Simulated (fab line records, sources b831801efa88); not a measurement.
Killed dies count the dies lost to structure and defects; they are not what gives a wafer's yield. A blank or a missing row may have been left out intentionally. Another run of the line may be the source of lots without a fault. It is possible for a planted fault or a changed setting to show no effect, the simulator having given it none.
Matching of chambers | flow sky130 | SKY_PASSIVATION_ETCH_11 on rie_diel-03 has 4 sister chambers
The step etches the open film in CF4/O2, stops on AlCu, target depth 725 nm, time 161.1 s. 8 wafers are shown with their chamber, then 7 later ones without.

== WAFERS WITH THEIR CHAMBER ==
wafer  | chamber | drypump_motor_current_A (A) | rf_fwd_power_W (W)
L076.4 | 0       | 6.1                         | 797.7
L087.3 | 2       | 6.5                         | 794.5
L087.4 | 1       | 5.9                         | 796.0
L087.6 | 2       | 6.5                         | 798.1
L088.3 | 1       | 6.0                         | 797.0
L088.6 | 3       | 6.3                         | 795.4
L091.1 | 0       | 6.1                         | 800.7
L091.3 | 3       | 6.3                         | 795.7

== WAFERS WITHOUT THEIR CHAMBER ==
wafer  | drypump_motor_current_A (A) | rf_fwd_power_W (W)
L091.4 | 5.9                         | 796.6
L093.1 | 6.5                         | 800.2
L093.2 | 6.3                         | 800.1
L093.4 | 6.1                         | 795.3
L097.2 | 6.3                         | 797.3
L097.3 | 5.9                         | 796.1
L097.6 | 6.3                         | 796.4

== THE CHAMBER EACH PASSED THROUGH ==
wafer  | from the rows above | in truth
L091.4 | 1                   | 1
L093.1 | 2                   | 2
L093.2 | 3                   | 3
L093.4 | 0                   | 0
L097.2 | 3                   | 3
L097.3 | 1                   | 1
L097.6 | 3                   | 3
Correct placement for 7 of the 7. From these rows, 0 cannot be placed. Number placed wrongly: 0.
How it was worked out, from the rows above alone: a wafer's distance from a chamber is the root of the sum, over the readings, of the square of ((its reading less the chamber's mean) divided by the reading's scatter). If the next closest chamber is less than 2 further off than the closest, the wafer can't be placed; otherwise it belongs to the closest. The mean given for a chamber averages the wafers shown for that chamber. The scatter: the root of (the sum of the squares of (reading less its chamber's mean) over the shown wafers, divided by (wafers less chambers)).
